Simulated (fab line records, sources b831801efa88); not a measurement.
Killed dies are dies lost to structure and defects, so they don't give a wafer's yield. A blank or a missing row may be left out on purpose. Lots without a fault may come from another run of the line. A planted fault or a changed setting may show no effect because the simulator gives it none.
Which tool did it? | flow sky130 | 13 lots, 36 wafers sampled, at 3 steps of a route of 708

WHAT THE GAUGES READ, wafer by wafer
SKY_GATE_OXIDE_OVL_MEAS_10.
lot  | measured     | on         | GATE_OXIDE_OVL (nm)
L632 | day 13 23:25 | overlay-02 | -2.4 -2.5 -2.0
L633 | day 14 02:35 | overlay-02 | -0.4 0.2 0.9
L636 | day 15 06:20 | overlay-02 | 0.4 1.7 0.1
L637 | day 15 12:45 | overlay-02 | -1.3 -0.6 -0.1
L638 | day 15 19:52 | overlay-02 | -0.6 -0.2 -1.1
L639 | day 16 04:43 | overlay-01 | 3.5 1.6 2.5
L642 | day 17 02:26 | overlay-01 | -0.2 -0.2 -0.7
L645 | day 18 10:23 | overlay-01 | 0.8 0.7 0.0
L648 | day 19 06:59 | overlay-01 | 0.8 1.0
L650 | day 20 04:14 | overlay-01 | 0.0 0.4
L651 | day 20 12:25 | overlay-02 | -3.2 -2.0
L653 | day 21 05:11 | overlay-02 | -2.3 -1.3 -1.5
L654 | day 21 12:38 | overlay-02 | 2.5 1.2 1.2

SKY_POLY_GATE_THK_MEAS_01.
lot  | measured     | on            | POLY_GATE_CVD_00_THK (nm)
L632 | day 14 03:11 | film_metro-02 | 179.7 179.9 180.4
L633 | day 14 07:04 | film_metro-01 | 176.8 175.7 176.5
L636 | day 15 10:02 | film_metro-02 | 178.6 177.0 177.4
L637 | day 15 16:26 | film_metro-02 | 178.7 178.4 177.2
L638 | day 16 00:59 | film_metro-03 | 177.8 177.5 177.8
L639 | day 16 09:22 | film_metro-01 | 179.5 179.1 179.2
L642 | day 17 07:31 | film_metro-03 | 181.2 180.0 180.3
L645 | day 18 14:04 | film_metro-03 | 178.3 177.1 176.5
L648 | day 19 11:02 | film_metro-03 | 179.3 180.3
L650 | day 20 08:57 | film_metro-03 | 179.9 178.7
L651 | day 20 17:17 | film_metro-03 | 181.0 181.4
L653 | day 21 09:01 | film_metro-03 | 180.0 179.6 180.2
L654 | day 21 15:54 | film_metro-01 | 183.7 183.5 182.5

WHICH TOOL RAN EACH LOT (tool, then ch and the chambers of the sampled wafers, then the start)
lot  | SKY_GATE_OXIDE_STRIP_13
L632 | plasma_asher-02 ch 0,1, day 13 23:43
L633 | plasma_asher-03 ch 1, day 14 02:52
L636 | plasma_asher-02 ch 0, day 15 06:38
L637 | plasma_asher-02 ch 0,1, day 15 13:02
L638 | plasma_asher-01 ch 0,1, day 15 20:08
L639 | plasma_asher-03 ch 0,1, day 16 04:59
L642 | plasma_asher-01 ch 1, day 17 02:43
L645 | plasma_asher-01 ch 0, day 18 10:41
L648 | plasma_asher-01 ch 1, day 19 07:17
L650 | plasma_asher-02 ch 0,1, day 20 04:32
L651 | plasma_asher-03 ch 0, day 20 12:43
L653 | plasma_asher-01 ch 0,1, day 21 05:28
L654 | plasma_asher-03 ch 0,1, day 21 12:56
- SKY_GATE_OXIDE_STRIP_13: strips in O2/N2.

WHAT THE TOOLS THEMSELVES READ (means of the sampled wafers that have a number; where no wafer has one, the mark that the record gives instead)
SKY_GATE_OXIDE_STRIP_13.
lot  | tool            | drypump_motor_current_A (A) | oes_product_au (a.u.) | strip_time_to_endpoint_s (s)
L632 | plasma_asher-02 | 5.8                         | 0.714                 | 14.18
L633 | plasma_asher-03 | 5.6                         | 0.717                 | 14.19
L636 | plasma_asher-02 | 6.3                         | 0.721                 | 14.15
L637 | plasma_asher-02 | 5.9                         | 0.720                 | 14.17
L638 | plasma_asher-01 | 5.9                         | 0.719                 | 14.22
L639 | plasma_asher-03 | 5.7                         | 0.718                 | 14.12
L642 | plasma_asher-01 | 6.2                         | 0.717                 | 14.12
L645 | plasma_asher-01 | 5.3                         | 0.717                 | 14.18
L648 | plasma_asher-01 | 6.2                         | 0.719                 | 14.23
L650 | plasma_asher-02 | 5.7                         | 0.710                 | 14.21
L651 | plasma_asher-03 | 5.7                         | 0.716                 | 14.19
L653 | plasma_asher-01 | 5.8                         | 0.716                 | 14.21
L654 | plasma_asher-03 | 5.7                         | 0.717                 | 14.17

THE ANSWER, worked out from the rows above alone
Rule: what is usual is taken from the lots themselves. Put in order of their means at a reading, lots are off if they are a third of the lots or fewer, leave a main group of 4 or more, and stand apart from it by a gap of 3 or more times the standard deviation of the main group's means; of several such gaps the widest counts. A main group whose means are all the same, to the digits that the tables above print for the reading, isn't used. A lot without any number at a reading at which 4 lots or more have one is off too. The other lots that the step has rows for count as sound. The gauges are gone through in route order, then the tools' own readings, and for those a lot's mean is taken as printed above. The first step at which some lot is off is used, and at that step the reading that is off furthest; a lot without a number counts as furthest.
No lot is off at any reading shown: from this, nothing can be told.

WHAT THE SIMULATOR HAD PUT IN
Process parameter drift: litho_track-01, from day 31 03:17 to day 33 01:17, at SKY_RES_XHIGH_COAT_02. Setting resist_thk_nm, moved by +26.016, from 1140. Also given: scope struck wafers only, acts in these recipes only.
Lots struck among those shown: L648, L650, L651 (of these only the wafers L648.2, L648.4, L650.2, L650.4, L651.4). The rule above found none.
